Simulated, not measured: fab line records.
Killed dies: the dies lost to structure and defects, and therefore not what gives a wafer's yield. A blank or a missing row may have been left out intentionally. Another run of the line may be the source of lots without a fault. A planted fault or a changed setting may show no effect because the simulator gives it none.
Chamber matching	flow gf180mcu	GF_V4_CMP_26 on cmp-01: 4 sister chambers
The step polishes, stops on SiO2, t overpolish 15 s, target thk 0 nm. 4 wafers are shown with their chamber, then 9 later ones without.

== WAFERS WITH THEIR CHAMBER ==
wafer	chamber	motorCurrentA (A)
L477.5	0	10.7
L480.2	2	10.1
L480.3	3	10.9
L480.4	1	12.9

== WAFERS WITHOUT THEIR CHAMBER ==
wafer	motorCurrentA (A)
L482.2	10.1
L482.4	10.9
L482.5	10.7
L486.1	10.7
L486.2	10.3
L486.4	10.0
L493.1	9.9
L493.2	11.1
L493.3	12.3

== THE CHAMBER EACH PASSED THROUGH ==
wafer	from the rows above	in truth
L482.2	2	2
L482.4	can't be placed: 3 or 0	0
L482.5	can't be placed: 0 or 3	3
L486.1	can't be placed: 0 or 3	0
L486.2	can't be placed: 2 or 0 or 3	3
L486.4	2	2
L493.1	2	2
L493.2	can't be placed: 3 or 0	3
L493.3	1	1
4 of 9 placed correctly. Cannot be placed on the basis of these rows: 5; the candidates contain the true chamber in 5. 0 placed wrongly.
How it was worked out, from the rows above alone: a wafer's distance from a chamber is the root of the sum, over the readings, of the square of ((its reading less the chamber's mean) divided by the reading's scatter). The wafer belongs to the nearest chamber; if the next one is less than 2 further off, it can't be placed. A chamber's mean is the mean of its shown wafers. The scatter: with one shown wafer a chamber, the root of the mean of the squares of how far each hidden wafer lies from its nearest shown one.
